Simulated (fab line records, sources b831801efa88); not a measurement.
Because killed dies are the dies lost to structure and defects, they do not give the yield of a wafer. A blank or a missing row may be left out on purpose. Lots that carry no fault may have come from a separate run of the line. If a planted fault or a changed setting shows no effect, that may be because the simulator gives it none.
Matching of chambers || flow sky130 || SKY_CAPM_CVD_00 on pecvd-01: 3 sister chambers
The step deposits SiO2, target thk 15.5 nm. 18 wafers are shown with their chamber, then 9 later ones without.

## EACH WAFER AND ITS CHAMBER
{"wafer": "L077.1", "chamber": 1, "heater_power_w (W)": 607}
{"wafer": "L077.2", "chamber": 0, "heater_power_w (W)": 704}
{"wafer": "L077.3", "chamber": 2, "heater_power_w (W)": 758}
{"wafer": "L077.4", "chamber": 0, "heater_power_w (W)": 657}
{"wafer": "L077.5", "chamber": 1, "heater_power_w (W)": 620}
{"wafer": "L077.6", "chamber": 2, "heater_power_w (W)": 735}
{"wafer": "L079.1", "chamber": 1, "heater_power_w (W)": 606}
{"wafer": "L079.2", "chamber": 0, "heater_power_w (W)": 742}
{"wafer": "L079.5", "chamber": 0, "heater_power_w (W)": 737}
{"wafer": "L083.1", "chamber": 2, "heater_power_w (W)": 809}
{"wafer": "L083.2", "chamber": 1, "heater_power_w (W)": 622}
{"wafer": "L083.6", "chamber": 2, "heater_power_w (W)": 810}
{"wafer": "L085.1", "chamber": 2, "heater_power_w (W)": 755}
{"wafer": "L085.2", "chamber": 0, "heater_power_w (W)": 650}
{"wafer": "L085.4", "chamber": 0, "heater_power_w (W)": 652}
{"wafer": "L089.1", "chamber": 2, "heater_power_w (W)": 835}
{"wafer": "L089.2", "chamber": 1, "heater_power_w (W)": 627}
{"wafer": "L089.4", "chamber": 0, "heater_power_w (W)": 734}

SIGNATURES (averages over the wafers above)
{"reading": "heater_power_w", "chamber 0": 696.57, "chamber 1": 616.40, "chamber 2": 783.67, "scatter within a chamber": 35.6}
Rule: for each reading, subtract the chamber's mean from the wafer's reading, divide by that reading's scatter and square the result; add these up over the readings and take the root, which gives the wafer's distance from the chamber. If the next closest chamber is less than 2 further off than the closest, the wafer can't be placed; otherwise it belongs to the closest. How the scatter is found: for the shown wafers, subtract from each reading the mean of its chamber, square and add these, divide the total by (wafers less chambers), then take the root.

## WAFERS WHOSE CHAMBER IS MISSING
{"wafer": "L087.1", "heater_power_w (W)": 714}
{"wafer": "L087.3", "heater_power_w (W)": 649}
{"wafer": "L087.6", "heater_power_w (W)": 715}
{"wafer": "L094.1", "heater_power_w (W)": 818}
{"wafer": "L094.2", "heater_power_w (W)": 631}
{"wafer": "L094.5", "heater_power_w (W)": 608}
{"wafer": "L096.2", "heater_power_w (W)": 651}
{"wafer": "L096.4", "heater_power_w (W)": 773}
{"wafer": "L096.5", "heater_power_w (W)": 641}

## EACH ONE'S CHAMBER
{"wafer": "L087.1", "from the rows above": "can't be placed: 0 or 2", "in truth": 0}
{"wafer": "L087.3", "from the rows above": "can't be placed: 1 or 0", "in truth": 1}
{"wafer": "L087.6", "from the rows above": "can't be placed: 0 or 2", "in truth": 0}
{"wafer": "L094.1", "from the rows above": 2, "in truth": 2}
{"wafer": "L094.2", "from the rows above": "can't be placed: 1 or 0", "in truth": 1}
{"wafer": "L094.5", "from the rows above": 1, "in truth": 1}
{"wafer": "L096.2", "from the rows above": "can't be placed: 1 or 0", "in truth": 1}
{"wafer": "L096.4", "from the rows above": "can't be placed: 2 or 0", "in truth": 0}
{"wafer": "L096.5", "from the rows above": "can't be placed: 1 or 0", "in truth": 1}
2 of 9 placed correctly. Cannot be placed on the basis of these rows: 7; the candidates contain the true chamber in 7. Wrongly placed: 0.
